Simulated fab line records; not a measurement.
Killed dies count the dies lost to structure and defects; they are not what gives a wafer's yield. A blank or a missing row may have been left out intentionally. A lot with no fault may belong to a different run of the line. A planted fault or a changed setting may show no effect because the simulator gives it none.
fab line records	flow sky130
record: lots: 6	wafers: 18	lastDay: 50
route steps=708 shown CAPM@546 METAL3@555 PAD_OPEN@708
lots that met no fault: from a run of the same line without faults
startH: start of the lot's first displayed wafer, in hours after the record's first day	waitH: hours since the lot's step before	" unchanged from the row above	L1.1+2: one row covering several wafers at once	- no value, or no start given	* or withheld: withheld	< > ~ a bound
route shown NAME@n: a module of which the file shows steps, and the number in the route of the first	usual: the fault-free wafers' mean and standard deviation	same: alike in all rows	chamber/n: place in a boat	sites: per-site readings	_std_site: how widely they spread, as a standard deviation	_edge_site: inner sites' mean taken away from outer sites' mean	radiusMm: for every site, how far away it sits from the centre of the wafer	mask NAME#n: copy n	behind: the last tool/chamber to shape the wafer	hold: why the lot was held/for how many hours/how that ended	device: the transistor (n, p or np) that didn't switch	end of line: at the end of the route, the tests of the same wafers	a step with no rows: only its recipe	killed: count of dies lost to structure and defects at first sort (not the wafer's yield)	map: the dies of a wafer, with x for killed, . for not killed, _ for no die there
set.NAME: setting as actually run; set.NAME@STEP: the setting as run at that earlier step	model.NAME: the simulator's own value behind a step, which no gauge read
certain route steps with their lots: each step a table, each wafer a row
services: when a tool's chamber went out of use (startH, in hours from the record's first day, below 0 if earlier), for how many hours, and the reason
== steps ==
step: SKY_CAPM_EXPOSE_09
recipe: maskId: CAPM	na: 0.6	sourceShape: conventional	sigmaOuter: 0.6	polarization: unpolarized	targetCdNm: 1000	doseMj: 159
step: SKY_CAPM_PEB_10
recipe: tempC: withheld	timeS: *	resist: NOVOLAK
step: SKY_CAPM_DEVELOP_11
recipe: resist: NOVOLAK	developer: TMAH	developTimeS: 60	devTempC: 23
step: SKY_CAPM_OVL_MEAS_12
usual: CAPM_OVL: -1.5/1
lot.wafer	tool	chamber	startH	waitH	CAPM_OVL[nm]
L815.2	overlay-01	-	905.37	0.1	-1.9
L815.3	"	-	"	"	-1.3
L815.4	"	-	"	"	-1.7
L816.4	overlay-02	-	914.40	0.1	-2.1
L816.5	"	-	"	"	-1.6
L816.6	"	-	"	"	-0.1
L817.1	overlay-01	-	928.76	0.1	-0.7
L817.2	"	-	"	"	0.7
L817.6	"	-	"	"	-1.1
L818.1	overlay-02	-	933.61	0.1	-1.6
L818.2	"	-	"	"	-2.7
L818.4	"	-	"	"	-2.0
L823.1	overlay-02	-	980.29	0.1	-1.0
L823.3	"	-	"	"	0.4
L823.4	"	-	"	"	-1.1
L833.1	overlay-02	-	1032.36	0.1	-1.9
L833.3	"	-	"	"	-3.3
L833.6	"	-	"	"	-3.7
step: SKY_CAPM_METAL_ETCH_13
recipe: targetDepthNm: 220	stopOn: SiO2	chemistry: Cl2/BCl3	target: TiN	pressureMtorr: 10	icpW: 900	biasW: 48.5	Cl2_flow_sccm: 60	bcl3FlowSccm: 30	timeS: 62.9
usual: chamberPressureMTorr: 9.998/0.008	drypumpMotorCurrentA: 6.1/0.39	heBacksideLeakSccm: 3.30/0.21	oesProductAu: 0.939/0.0067	throttleValvePct: 21.903/0.0083
lot.wafer	tool	chamber	startH	waitH	chamberPressureMTorr	drypumpMotorCurrentA	heBacksideLeakSccm	oesProductAu	rfHoursCounterH	throttleValvePct
L815.2	rieMetal-01	0	905.40	0.0	9.991	6.2	2.92	0.934	15	21.909
L815.3	"	0	"	"	10.014	6.2	2.96	0.946	-	21.891
L815.4	"	1	"	"	10.004	6.4	3.50	0.948	-	21.913
L816.4	rieMetal-02	0	914.45	0.0	9.996	6.0	3.15	0.934	-	21.909
L816.5	"	1	"	"	9.999	5.7	3.50	0.942	-	21.892
L816.6	"	0	"	"	10.006	6.0	3.12	0.932	-	21.908
L817.1	rieMetal-03	1	928.80	0.0	10.009	5.3	3.28	0.928	16	21.915
L817.2	"	1	"	"	10.003	5.3	3.35	0.943	-	21.909
L817.6	"	1	"	"	9.994	5.3	3.35	0.938	-	21.909
L818.1	rieMetal-02	1	933.65	0.0	9.998	5.8	3.40	0.937	3	21.904
L818.2	"	0	"	"	9.997	6.1	3.17	0.929	14	21.912
L818.4	"	1	"	"	9.996	5.7	3.57	0.942	-	21.906
L823.1	rieMetal-01	0	980.32	0.0	9.992	6.2	3.08	0.938	19	21.885
L823.3	"	1	"	"	9.993	6.4	3.29	0.947	-	21.911
L823.4	"	0	"	"	9.995	6.2	2.97	0.939	-	21.884
L833.1	rieMetal-02	1	1032.40	0.0	10.011	5.7	3.31	0.944	9	21.884
L833.3	"	0	"	"	9.996	6.0	3.15	0.924	-	21.906
L833.6	"	1	"	"	9.997	5.7	3.47	0.936	-	21.897
step: SKY_CAPM_STRIP_14
recipe: chemistry: O2/N2	powerW: 1400	pressureMtorr: 1500	platenTempC: withheld	o2FlowSccm: 3000	n2FlowSccm: 300	overashFraction: 0.5
usual: chamberPressureMTorr: 1500.1/1.4	drypumpMotorCurrentA: 5.8/0.44	oesProductAu: 0.711/0.0045	stripTimeToEndpointS: 12.66/0.048
lot.wafer	tool	chamber	startH	waitH	chamberPressureMTorr	drypumpMotorCurrentA	oesProductAu	rfHoursCounterH	stripTimeToEndpointS
L815.2	plasmaAsher-03	1	905.47	0.1	1500.6	6.1	0.710	16	12.67
L815.3	"	0	"	"	1500.7	5.4	0.709	-	12.70
L815.4	"	1	"	"	1497.9	6.1	0.709	-	12.66
L816.4	plasmaAsher-01	0	914.53	0.1	1498.3	6.2	0.707	-	12.60
L816.5	"	0	"	"	1500.5	6.2	0.720	-	12.60
L816.6	"	1	"	"	1501.1	5.1	0.703	-	12.57
L817.1	plasmaAsher-03	1	928.95	0.1	1504.6	6.1	0.704	18	12.68
L817.2	"	0	"	"	1500.3	5.4	0.709	18	12.68
L817.6	"	1	"	"	1500.2	6.1	0.701	-	12.70
L818.1	plasmaAsher-01	0	933.72	0.1	1498.5	6.2	0.712	85	12.63
L818.2	"	1	"	"	1499.3	5.1	0.716	85	12.63
L818.4	"	0	"	"	1503.4	6.1	0.717	-	12.64
L823.1	plasmaAsher-02	0	980.40	0.1	1500.8	5.5	0.707	113	12.74
L823.3	"	1	"	"	1501.5	6.2	0.720	-	12.68
L823.4	"	0	"	"	1500.8	5.5	0.721	-	12.72
L833.1	plasmaAsher-02	1	1032.47	0.1	1501.5	6.2	0.711	118	12.63
L833.3	"	0	"	"	1501.0	5.5	0.702	-	12.70
L833.6	"	1	"	"	1501.4	6.2	0.710	-	12.63
step: SKY_CAPM_STRIP_15
recipe: chemistry: postEtchResidueRemover	timeS: 1200	tempC: 72.5
step: SKY_CAPM_CLEAN_16
recipe: chemistry: IPA	timeS: 180	tempC: 25
step: SKY_CAPM_CLEAN_17
recipe: chemistry: O3/DIW	dry: n2Spin
step: SKY_METAL3_DEHYDRATE_05
recipe: tempC: 200	timeS: 60
step: SKY_METAL3_HMDS_06
recipe: primeTimeS: 60	primeTempC: 120
step: SKY_METAL3_COAT_07
recipe: resist: BARC	tempC: withheld	timeS: withheld	spinRpm: 3000	resistThkNm: 60
step: SKY_METAL3_COAT_08
recipe: resist: KrF-thick	spinRpm: 3000	resistThkNm: 1140
usual: chillPlateTempC: 22.99/0.098
lot.wafer	tool	chamber	startH	waitH	chillPlateTempC	model.KrF-thick_of_METAL3_COAT_08.thkNm
L815.2	lithoTrack-02	0	918	-	23.03	1151
L815.3	"	0	"	"	22.97	1148
L815.4	"	0	"	"	22.89	1151
L816.4	lithoTrack-01	0	928	-	22.97	1143
L816.5	"	0	"	"	23.01	1138
L816.6	"	0	"	"	23.07	1142
L817.1	lithoTrack-03	0	941	-	23.01	1140
L817.2	"	0	"	"	23.12	1138
L817.6	"	0	"	"	22.94	1141
L818.1	lithoTrack-02	0	946	-	23.13	1157
L818.2	"	0	"	"	22.90	1159
L818.4	"	0	"	"	22.97	1157
L823.1	lithoTrack-01	0	991	-	23.16	1132
L823.3	"	0	992	-	23.02	1138
L823.4	"	0	"	"	23.00	1134
L833.1	lithoTrack-02	0	1043	-	22.93	1143
L833.3	"	0	"	"	23.04	1137
L833.6	"	0	"	"	23.04	1140
step: SKY_METAL3_SOFTBAKE_09
recipe: tempC: 100	timeS: 90	resist: KrF-thick
step: SKY_METAL3_EXPOSE_10
recipe: maskId: MM3	na: 0.68	sourceShape: annular	sigmaInner: 0.4	sigmaOuter: 0.8	targetCdNm: 300	doseMj: 28
step: SKY_METAL3_PEB_11
recipe: pebTempC: withheld	pebTimeS: withheld	resist: KrF-thick
step: SKY_METAL3_DEVELOP_12
recipe: developTimeS: 60	resist: KrF-thick	devTempC: 21
step: SKY_METAL3_CD_MEAS_13
recipe: targetCdNm: 300
usual: cdNm: 299.7/1.5
lot.wafer	tool	chamber	startH	waitH	cdNm
L815.2	cdSem-02	-	931.23	-	299.3
L815.3	"	-	"	"	300.0
L815.4	"	-	"	"	298.5
L816.4	cdSem-02	-	940.33	-	299.2
L816.5	"	-	"	"	299.2
L816.6	"	-	"	"	299.7
L817.1	cdSem-01	-	954.37	-	298.0
L817.2	"	-	"	"	297.4
L817.6	"	-	"	"	298.0
L818.1	cdSem-01	-	958.59	-	301.3
L818.2	"	-	"	"	300.9
L818.4	"	-	"	"	300.7
L823.1	cdSem-01	-	1004.16	-	298.9
L823.3	"	-	"	"	298.6
L823.4	"	-	"	"	298.1
L833.1	cdSem-01	-	1054.91	-	300.6
L833.3	"	-	"	"	300.3
L833.6	"	-	"	"	299.5
step: SKY_METAL3_OVL_MEAS_14
usual: METAL3_OVL: -2/5
lot.wafer	tool	chamber	startH	waitH	METAL3_OVL[nm]
L815.2	overlay-02	-	931.34	0.1	3
L815.3	"	-	"	"	3
L815.4	"	-	"	"	0
L816.4	overlay-02	-	940.41	0.1	4
L816.5	"	-	"	"	7
L816.6	"	-	"	"	4
L817.1	overlay-01	-	954.49	0.1	1
L817.2	"	-	"	"	-2
L817.6	"	-	"	"	6
L818.1	overlay-01	-	958.71	0.1	6
L818.2	"	-	"	"	-4
L818.4	"	-	"	"	-1
L823.1	overlay-02	-	1004.28	0.1	0
L823.3	"	-	"	"	2
L823.4	"	-	"	"	-2
L833.1	overlay-01	-	1055.03	0.1	2
L833.3	"	-	"	"	-4
L833.6	"	-	"	"	-2
step: SKY_METAL3_DESCUM_15
recipe: chemistry: O2	sourcePowerW: 150	biasPowerW: 0	pressureMtorr: 10	tempC: 40	timeS: 8
usual: chamberPressureMTorr: 10.000/0.01	drypumpMotorCurrentA: 6.1/0.48	heBacksideLeakSccm: 3.29/0.15	oesProductAu: 0.999/0.012
lot.wafer	tool	chamber	startH	waitH	chamberPressureMTorr	drypumpMotorCurrentA	heBacksideLeakSccm	oesProductAu	rfHoursCounterH
L815.2	rieMetal-01	0	931.37	0.0	9.997	6.2	3.19	0.994	17
L815.3	"	1	"	"	10.008	6.4	3.42	0.987	-
L815.4	"	0	"	"	10.019	6.2	2.97	0.997	-
L816.4	rieMetal-01	0	940.44	0.0	9.999	6.3	3.24	0.992	-
L816.5	"	0	"	"	9.982	6.3	3.11	0.988	-
L816.6	"	1	"	"	10.016	6.4	3.28	0.988	-
L817.1	rieMetal-01	0	954.53	0.0	10.004	6.2	3.05	0.990	17
L817.2	"	1	"	"	10.014	6.4	3.45	0.990	14
L817.6	"	1	"	"	9.985	6.4	3.44	0.992	-
L818.1	rieMetal-03	1	958.74	0.0	10.007	5.4	3.39	1.021	18
L818.2	"	0	"	"	9.996	6.5	3.35	1.026	13
L818.4	"	1	"	"	9.993	5.3	3.31	1.008	-
L823.1	rieMetal-03	0	1004.32	0.0	10.001	6.5	3.44	1.015	15
L823.3	"	0	"	"	10.001	6.5	3.34	1.006	-
L823.4	"	1	"	"	9.991	5.3	3.27	1.008	-
L833.1	rieMetal-01	0	1055.07	0.0	10.013	6.2	3.13	0.997	23
L833.3	"	0	"	"	9.991	6.2	3.27	0.985	-
L833.6	"	1	"	"	10.002	6.4	3.30	0.995	-
step: SKY_METAL3_ETCH_16
recipe: chemistry: N2/H2	target: BARC	ionEnergyEv: 200	biasW: 100	pressureMtorr: 30	n2FlowSccm: 100	h2FlowSccm: 200	icpW: 500	stopOn: SiO2	timeS: 88.2	targetDepthA: 600
usual: chamberPressureMTorr: 30.00/0.037	drypumpMotorCurrentA: 6.1/0.48	heBacksideLeakSccm: 3.31/0.23	oesProductAu: 0.625/0.0043	throttleValvePct: 13.204/0.0088
lot.wafer	tool	chamber	startH	waitH	chamberPressureMTorr	drypumpMotorCurrentA	heBacksideLeakSccm	oesProductAu	rfHoursCounterH	throttleValvePct
L815.2	rieMetal-01	0	931.40	0.0	30.05	6.2	3.00	0.626	17	13.198
L815.3	"	1	"	"	29.99	6.4	3.28	0.624	-	13.211
L815.4	"	0	"	"	29.98	6.2	3.25	0.622	-	13.214
L816.4	rieMetal-01	0	940.49	0.0	30.02	6.2	3.17	0.630	-	13.206
L816.5	"	0	"	"	30.02	6.2	3.19	0.630	-	13.214
L816.6	"	1	"	"	30.00	6.4	3.37	0.618	-	13.197
L817.1	rieMetal-01	0	954.56	0.0	30.01	6.2	3.08	0.630	17	13.220
L817.2	"	1	"	"	30.00	6.4	3.41	0.634	14	13.209
L817.6	"	1	"	"	30.07	6.4	3.30	0.624	-	13.198
L818.1	rieMetal-03	1	958.77	0.0	30.04	5.3	3.42	0.625	18	13.193
L818.2	"	0	"	"	29.95	6.5	3.10	0.620	13	13.202
L818.4	"	1	"	"	29.98	5.3	3.50	0.630	-	13.207
L823.1	rieMetal-03	0	1004.35	0.0	30.01	6.6	3.06	0.623	15	13.220
L823.3	"	0	"	"	29.95	6.6	3.24	0.632	-	13.216
L823.4	"	1	"	"	30.03	5.4	3.50	0.627	-	13.206
L833.1	rieMetal-01	0	1055.10	0.0	30.01	6.2	2.96	0.627	23	13.200
L833.3	"	0	"	"	30.01	6.3	3.00	0.627	-	13.204
L833.6	"	1	"	"	30.00	6.4	3.26	0.629	-	13.190
step: SKY_METAL3_ETCH_17
recipe: target: SiO2	stopOn: TiN	chemistry: C4F8/O2/Ar	sourceW: 1500	biasW: 1200	pressureMtorr: 40	c4f8FlowSccm: withheld	O2_flow_sccm: 6	Ar_flow_sccm: 300	timeS: 3.9	targetDepthA: 150
usual: chamberPressureMTorr: 39.99/0.035	oesProductAu: 0.754/0.0069
lot.wafer	tool	chamber	startH	waitH	chamberPressureMTorr	oesProductAu
L815.2	rieDiel-02	2	931.50	0.1	40.00	0.744
L815.3	"	3	"	"	39.86	0.737
L815.4	"	1	"	"	40.03	0.747
L816.4	rieDiel-02	1	940.56	0.0	40.00	0.755
L816.5	"	0	"	"	39.95	0.762
L816.6	"	3	"	"	39.99	0.757
L817.1	rieDiel-02	0	954.66	0.1	39.98	0.750
L817.2	"	1	"	"	39.98	0.747
L817.6	"	0	"	"	39.97	0.753
L818.1	rieDiel-02	2	958.87	0.1	40.03	0.745
L818.2	"	1	"	"	39.93	0.750
L818.4	"	0	"	"	39.97	0.769
L823.1	rieDiel-03	1	1004.45	0.1	40.00	0.760
L823.3	"	0	"	"	40.05	0.750
L823.4	"	3	"	"	39.94	0.764
L833.1	rieDiel-03	1	1055.20	0.1	39.99	0.730
L833.3	"	2	"	"	39.96	0.747
L833.6	"	0	"	"	40.02	0.749
step: SKY_METAL3_METAL_ETCH_18
recipe: targetDepthA: 8450	stopOn: SiO2	overEtchFrac: 0.3	timeS: 183.1	chemistry: Cl2/BCl3	resistSidewallDeg: 88	pressureMtorr: 10	icpW: 900	biasW: 48.5	Cl2_flow_sccm: 60	bcl3FlowSccm: 30
usual: chamberPressureMTorr: 10.000/0.0081	drypumpMotorCurrentA: 5.8/0.52	heBacksideLeakSccm: 3.4/0.3	oesProductAu: 0.866/0.007	throttleValvePct: 22.263/0.0093
lot.wafer	tool	chamber	startH	waitH	chamberPressureMTorr	drypumpMotorCurrentA	heBacksideLeakSccm	oesProductAu	rfHoursCounterH	throttleValvePct	model.KrF-thick_of_METAL3_COAT_08.thkNm
L815.2	rieMetal-03	0	931.52	0.0	10.000	6.5	3.2	0.877	12	22.273	530.4
L815.3	"	1	"	"	10.005	5.4	3.4	0.867	-	22.284	536
L815.4	"	0	"	"	9.990	6.5	3.4	0.882	-	22.262	529.2
L816.4	rieMetal-03	1	940.63	0.1	10.003	5.3	3.5	0.861	-	22.259	528.5
L816.5	"	0	"	"	10.004	6.5	3.2	0.862	-	22.264	505.5
L816.6	"	1	"	"	10.000	5.3	3.3	0.856	-	22.265	523.3
L817.1	rieMetal-03	0	954.67	0.0	9.996	6.5	3.3	0.871	13	22.249	518
L817.2	"	1	"	"	9.987	5.3	3.3	0.871	18	22.271	529.2
L817.6	"	0	"	"	10.004	6.5	3.2	0.867	-	22.256	525
L818.1	rieMetal-01	1	958.89	0.0	10.001	6.4	3.3	0.862	14	22.268	544
L818.2	"	0	"	"	10.006	6.3	3.4	0.861	18	22.247	547
L818.4	"	1	"	"	9.995	6.4	3.4	0.876	-	22.262	543
L823.1	rieMetal-04	0	1004.47	0.0	9.997	5.8	3.4	0.857	18	22.247	524.2
L823.3	"	0	"	"	10.013	5.7	3.6	0.862	-	22.265	527.3
L823.4	"	0	"	"	9.997	5.7	3.5	0.846	-	22.282	529.7
L833.1	rieMetal-04	1	1055.22	0.0	10.000	5.1	3.4	0.868	12	22.256	514.3
L833.3	"	1	"	"	10.006	5.1	3.5	0.869	-	22.261	509.8
L833.6	"	0	"	"	10.014	5.8	3.5	0.871	-	22.264	525.6
step: SKY_METAL3_STRIP_19
recipe: chemistry: O2/N2	powerW: 1400	pressureMtorr: 1500	platenTempC: withheld	o2FlowSccm: 3000	n2FlowSccm: 300	overashFraction: 0.5
step: SKY_PAD_OPEN_PROBE_99
usual: defectLimitedYield: 82.5/1.8	killed_at_M0_to_M3: 43/6.5	killed_at_M4_up: 3/1.7	killedAtContacts: 25/5.1	killedAtFrontEnd: 15/3.8	killedAtOther: 0.2/0.45	killedDies: 86/8.8	killedOnRim: 17/4	killedOpen: 47/6.7	killedShort: 39/6	sort_bin_3_pad_short: 0.9/0.46	sort_bin_5_function: 10.2/1.4	sort_bin_6_memory: 6.4/1	sortNPass: 406/8.8	sortYieldPct: 82.5/1.8
same: grossDies: 492	killedAtBackSide: 0	sort_bin_4_leakage[%]: 0	sort_bin_8_speed[%]: 0
lot.wafer	tool	chamber	startH	waitH	defectLimitedYield[%]	killed_at_M0_to_M3	killed_at_M4_up	killedAtContacts	killedAtFrontEnd	killedAtOther	killedDies	killedOnRim	killedOpen	killedShort	sort_bin_3_pad_short[%]	sort_bin_5_function[%]	sort_bin_6_memory[%]	sortNPass	sortYieldPct[%]
L815.2	prober-02	-	1102.92	0.1	80.7	54	2	18	20	1	95	16	47	48	0.2	11.2	7.9	397	80.7
L815.3	prober-02	-	1102.97	0.2	82.9	42	3	25	13	1	84	17	45	39	1.4	8.3	7.3	408	82.9
L815.4	prober-02	-	1103.02	0.2	83.1	42	2	27	11	1	83	14	43	40	1.2	10.0	5.7	409	83.1
L816.4	prober-01	-	1108.87	0.2	80.1	51	3	24	18	2	98	16	49	49	1.6	10.6	7.7	394	80.1
L816.5	prober-01	-	1108.92	0.2	80.1	50	5	26	17	0	98	19	53	45	1.2	9.1	9.6	394	80.1
L816.6	prober-01	-	1108.97	0.2	79.1	50	2	31	20	0	103	24	61	42	0.8	11.8	8.3	389	79.1
L817.1	prober-02	-	1118.37	0.1	83.1	42	3	30	8	0	83	19	43	40	1.0	10.0	5.9	409	83.1
L817.2	prober-02	-	1118.42	0.1	84.6	45	3	17	11	0	76	11	35	41	0.6	7.3	7.5	416	84.6
L817.6	prober-02	-	1118.62	0.2	80.3	53	6	26	12	0	97	22	54	43	0.4	11.2	8.1	395	80.3
L818.1	prober-01	-	1124.25	0.1	79.3	61	3	18	19	1	102	16	55	47	1.0	12.0	7.7	390	79.3
L818.2	prober-01	-	1124.30	0.1	84.1	35	3	23	16	1	78	13	42	36	1.0	8.3	6.5	414	84.1
L818.4	prober-01	-	1124.40	0.2	82.1	40	2	30	16	0	88	14	44	44	1.2	10.6	6.1	404	82.1
L823.1	prober-01	-	1160.84	0.1	80.3	51	1	29	16	0	97	21	51	46	1.2	11.4	7.1	395	80.3
L823.3	prober-01	-	1160.94	0.2	84.3	42	6	16	13	0	77	15	42	35	0.8	7.9	6.9	415	84.3
L823.4	prober-01	-	1160.99	0.2	80.5	53	3	26	14	0	96	16	53	43	0.8	12.4	6.3	396	80.5
L833.1	prober-02	-	1197.96	0.1	80.7	46	2	28	18	1	95	22	55	40	1.4	10.6	7.3	397	80.7
L833.3	prober-02	-	1198.06	0.2	84.6	33	2	29	12	0	76	10	35	41	0.8	10.6	4.1	416	84.6
L833.6	prober-02	-	1198.21	0.2	85.8	38	3	16	13	0	70	11	41	29	0.4	8.1	5.7	422	85.8
killed by level:class
L815.2 VIA2:geometricParticle:open=11 VIA1:geometricParticle:open=9 METAL2:geometricParticle:short=8 VIA3:geometricParticle:open=7 FIELD_ISO:geometricParticle:short=6 CONTACT:geometricParticle:short=6 CONTACT:geometricParticle:open=6 METAL1:geometricParticle:short=5
L815.3 VIA1:geometricParticle:open=8 LI_CONTACT:geometricParticle:open=7 CONTACT:geometricParticle:open=7 VIA2:geometricParticle:open=7 LOCAL_INTERCONNECT:geometricParticle:short=6 VIA1:geometricParticle:short=6 FIELD_ISO:geometricParticle:open=5 VIA3:geometricParticle:open=4
L815.4 VIA1:geometricParticle:open=18 CONTACT:geometricParticle:open=10 LI_CONTACT:geometricParticle:open=6 METAL1:geometricParticle:short=6 FIELD_ISO:geometricParticle:short=5 VIA1:geometricParticle:short=5 LOCAL_INTERCONNECT:geometricParticle:short=4 CONTACT:geometricParticle:short=4
L816.4 VIA1:geometricParticle:open=11 VIA2:geometricParticle:open=7 LI_CONTACT:geometricParticle:open=6 METAL2:geometricParticle:short=6 FIELD_ISO:geometricParticle:open=5 LOCAL_INTERCONNECT:geometricParticle:short=5 CONTACT:geometricParticle:open=5 METAL1:geometricParticle:short=5
L816.5 VIA1:geometricParticle:open=14 FIELD_ISO:geometricParticle:open=7 CONTACT:geometricParticle:open=7 VIA2:geometricParticle:open=7 CONTACT:geometricParticle:short=6 VIA1:geometricParticle:short=6 LI_CONTACT:geometricParticle:open=5 VIA3:geometricParticle:open=5
L816.6 CONTACT:geometricParticle:open=12 VIA1:geometricParticle:open=12 VIA3:geometricParticle:open=9 FIELD_ISO:geometricParticle:open=8 LI_CONTACT:geometricParticle:open=8 METAL1:geometricParticle:short=7 METAL2:geometricParticle:short=7 LOCAL_INTERCONNECT:geometricParticle:short=6
L817.1 METAL2:geometricParticle:short=10 LI_CONTACT:geometricParticle:open=9 CONTACT:geometricParticle:open=9 CONTACT:geometricParticle:short=6 VIA1:geometricParticle:open=6 METAL1:geometricParticle:short=6 VIA2:geometricParticle:open=5 LOCAL_INTERCONNECT:geometricParticle:short=4
L817.2 METAL2:geometricParticle:short=11 VIA1:geometricParticle:open=9 VIA1:geometricParticle:short=7 LI_CONTACT:geometricParticle:open=6 CONTACT:geometricParticle:short=6 POLY_GATE:geometricParticle:short=4 CONTACT:geometricParticle:open=4 VIA3:geometricParticle:short=4
L817.6 VIA1:geometricParticle:open=14 CONTACT:geometricParticle:open=13 METAL2:geometricParticle:short=9 VIA2:geometricParticle:open=8 VIA2:geometricParticle:short=6 METAL4:geometricParticle:short=5 VIA1:geometricParticle:short=5 FIELD_ISO:geometricParticle:open=4
L818.1 VIA1:geometricParticle:open=11 VIA3:geometricParticle:open=11 METAL1:geometricParticle:short=8 LI_CONTACT:geometricParticle:open=7 VIA1:geometricParticle:short=7 CONTACT:geometricParticle:open=6 FIELD_ISO:geometricParticle:open=5 FIELD_ISO:geometricParticle:short=5
L818.2 LI_CONTACT:geometricParticle:open=10 VIA1:geometricParticle:open=8 CONTACT:geometricParticle:open=6 POLY_GATE:geometricParticle:open=5 VIA3:geometricParticle:open=5 LOCAL_INTERCONNECT:geometricParticle:short=4 METAL2:geometricParticle:short=4 VIA3:geometricParticle:short=4
L818.4 CONTACT:geometricParticle:open=11 CONTACT:geometricParticle:short=7 VIA1:geometricParticle:open=7 VIA2:geometricParticle:open=6 VIA3:geometricParticle:short=6 LI_CONTACT:geometricParticle:open=5 LOCAL_INTERCONNECT:geometricParticle:short=5 FIELD_ISO:geometricParticle:short=4
L823.1 VIA1:geometricParticle:open=14 CONTACT:geometricParticle:open=9 LI_CONTACT:geometricParticle:open=8 VIA1:geometricParticle:short=7 LOCAL_INTERCONNECT:geometricParticle:short=6 VIA2:geometricParticle:open=6 VIA2:geometricParticle:short=6 POLY_GATE:geometricParticle:short=5
L823.3 VIA1:geometricParticle:open=12 VIA2:geometricParticle:open=8 METAL1:geometricParticle:short=6 VIA1:geometricParticle:short=6 METAL4:geometricParticle:short=5 POLY_GATE:geometricParticle:open=4 LI_CONTACT:geometricParticle:open=4 LOCAL_INTERCONNECT:geometricParticle:short=4
L823.4 CONTACT:geometricParticle:open=15 VIA1:geometricParticle:open=9 VIA2:geometricParticle:open=9 METAL1:geometricParticle:short=8 VIA3:geometricParticle:open=7 METAL2:geometricParticle:short=7 LOCAL_INTERCONNECT:geometricParticle:short=5 FIELD_ISO:geometricParticle:short=4
L833.1 VIA3:geometricParticle:open=11 LI_CONTACT:geometricParticle:open=9 VIA1:geometricParticle:open=9 CONTACT:geometricParticle:open=8 METAL1:geometricParticle:short=6 POLY_GATE:geometricParticle:open=5 POLY_GATE:geometricParticle:short=5 METAL2:geometricParticle:short=5
L833.3 LI_CONTACT:geometricParticle:open=8 CONTACT:geometricParticle:short=7 METAL2:geometricParticle:short=7 VIA1:geometricParticle:open=6 CONTACT:geometricParticle:open=6 VIA2:geometricParticle:open=5 LOCAL_INTERCONNECT:geometricParticle:short=4 SPACER:geometricParticle:short=4
L833.6 VIA1:geometricParticle:open=8 CONTACT:geometricParticle:open=7 VIA3:geometricParticle:open=7 METAL2:geometricParticle:short=6 LI_CONTACT:geometricParticle:open=5 VIA3:geometricParticle:short=5 VIA2:geometricParticle:open=5 FIELD_ISO:geometricParticle:short=4
== services ==
tool	chamber	startH	hours	kind
rieDiel-03	1	884.60	5.5	repair
rieMetal-03	0	901.08	28.6	repair
rieDiel-03	-	905.46	2.8	pm
rieMetal-02	1	923.38	7.8	repair
rieMetal-02	1	942.95	4.0	repair
plasmaAsher-03	-	951.72	15.6	pm
plasmaAsher-01	-	960.62	4.3	pm
rieMetal-03	-	978.89	16.6	repair
rieMetal-04	1	998.52	13.1	repair
plasmaAsher-03	-	1018.32	4.3	pm
rieMetal-04	-	1025.57	1.0	repair
rieMetal-04	-	1035.37	1.1	repair
rieMetal-04	-	1037.63	4.3	pm
plasmaAsher-02	-	1055.25	9.0	pm
plasmaAsher-02	0	1055.25	9.0	ventCycle
plasmaAsher-02	1	1055.25	9.0	ventCycle
== key ==
firstSign none at tools or gauges
modelEffect: step: SKY_METAL3_COAT_08	value: KrF-thick_of_METAL3_COAT_08.thkNm	without: 1138	struck: 1154
modelEffect: step: SKY_METAL3_METAL_ETCH_18	value: KrF-thick_of_METAL3_COAT_08.thkNm	without: 522.8	struck: 538.3
metAt SKY_METAL3_COAT_08
struckWafers L815.2,L815.3,L815.4,L818.1,L818.2,L818.4
loopTrim: step: SKY_METAL3_EXPOSE_10	setting: dose	lots: L818
fault: kind: processParameterDrift	tool: lithoTrack-02	chamber: -	onsetH: 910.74	steps: SKY_METAL3_COAT_08	channel: resistThkNm	offset: 15.472	shape: step	endH: 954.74	actsIn: theseRecipesOnly	stated: 1140
loopTrim: a control loop set the setting to another value than it would have without faults
